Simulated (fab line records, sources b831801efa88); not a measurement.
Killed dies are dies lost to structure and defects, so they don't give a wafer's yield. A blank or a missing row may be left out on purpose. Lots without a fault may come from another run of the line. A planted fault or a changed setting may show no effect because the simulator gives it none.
A struck lot beside a sound one | flow gf180mcu | 14 steps out of a route of 602
Sound: wafers L234.1, L234.3, L234.4. Struck: wafers L241.2, L241.4, L241.5. The cause comes at the end.
At each step with rows: each side's tool, then ch and its chambers, then its first start. Under that, the readings that differ: sound wafers | struck wafers | difference of the means | sigmas: that difference in standard deviations of wafers without a fault.
alike: readings whose means differ by less than 2 such deviations, and words and numbers that are the same on both sides. not compared: withheld readings, readings that some wafer has no value for, bounds like >300 that may hide the same value, and numbers for which the record gives no deviation and whose values overlap.
The two part at a step that has a row with sigmas, a row that says differs or no value, or rows on one side only. Numbers that don't overlap but have no deviation are shown without sigmas and don't part them. A reading that every wafer of one side lacks parts them only if that side has two wafers or more.

first, 5 steps without rows for these wafers: GF_V3_COAT_09 (resist thk 1000 nm); GF_V3_SOFTBAKE_10 (time 60 s); GF_V3_EXPOSE_11 (exposes mask Via3, target cd 260 nm); GF_V3_PEB_12 (peb time 90 s); GF_V3_DEVELOP_13 (develop time 60 s).
GF_V3_CD_MEAS_14: target cd 260 nm.
  sound on cd_sem-01, day 24 14:45; struck on cd_sem-02, day 26 19:59
  alike: cd_nm
GF_V3_OVL_MEAS_15:
  sound on overlay-02, day 24 14:52; struck on overlay-02, day 26 20:05
  alike: V3_OVL
GF_V3_ETCH_16: etches BARC in N2/H2.
  sound on rie_diel-03 ch 0,2,3, day 24 14:54; struck on rie_diel-03 ch 0,2, day 26 20:07
  alike: drypump_motor_current_A, oes_product_au, throttle_valve_pct
GF_V3_ETCH_17: etches SiO2 in C4F8/O2/Ar, stops on TiN, target depth 635 nm.
  sound on rie_diel-03 ch 0,2,3; struck on rie_diel-03 ch 0,2
  alike: oes_product_au
GF_V3_STRIP_18: strips in O2/N2.
  sound on plasma_asher-01 ch 0,1, day 24 15:02; struck on plasma_asher-04 ch 0,1, day 26 20:15
  alike: drypump_motor_current_A, heater_power_w, oes_product_au
  not compared: rf_hours_counter_h
then, 2 steps without rows for these wafers: GF_V3_STRIP_19 (strips in post etch residue remover, time 1200 s); GF_V3_CLEAN_20 (cleans in DIW).
GF_V3_SPUTTER_21: material Ti, target thk 15 nm, time 80.02 s.
  sound on pvd_sputter-03, day 24 15:36; struck on pvd_sputter-04, day 26 20:48
  no value came back on the struck wafers for cathode_dc_power_W (W), chamber_pressure_pa (Pa), throttle_valve_pct (%); on the sound wafers cathode_dc_power_W (W) reads 2587.1 2585.6 2586.8
GF_V3_SPUTTER_22: material TiN, target thk 10 nm, time 40 s.
  sound on pvd_sputter-03, day 24 15:40; struck on pvd_sputter-04, day 26 20:52
  alike: cathode_dc_power_W, chamber_pressure_pa, throttle_valve_pct

WHERE THEY PART
Only at GF_V3_SPUTTER_21, within this record. Later steps at which nothing parts them and some readings are alike: GF_V3_SPUTTER_22.

WHY: what the simulator had put in
Skipped step whole: pvd_sputter-04, from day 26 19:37 on, at GF_V3_SPUTTER_21. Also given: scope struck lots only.
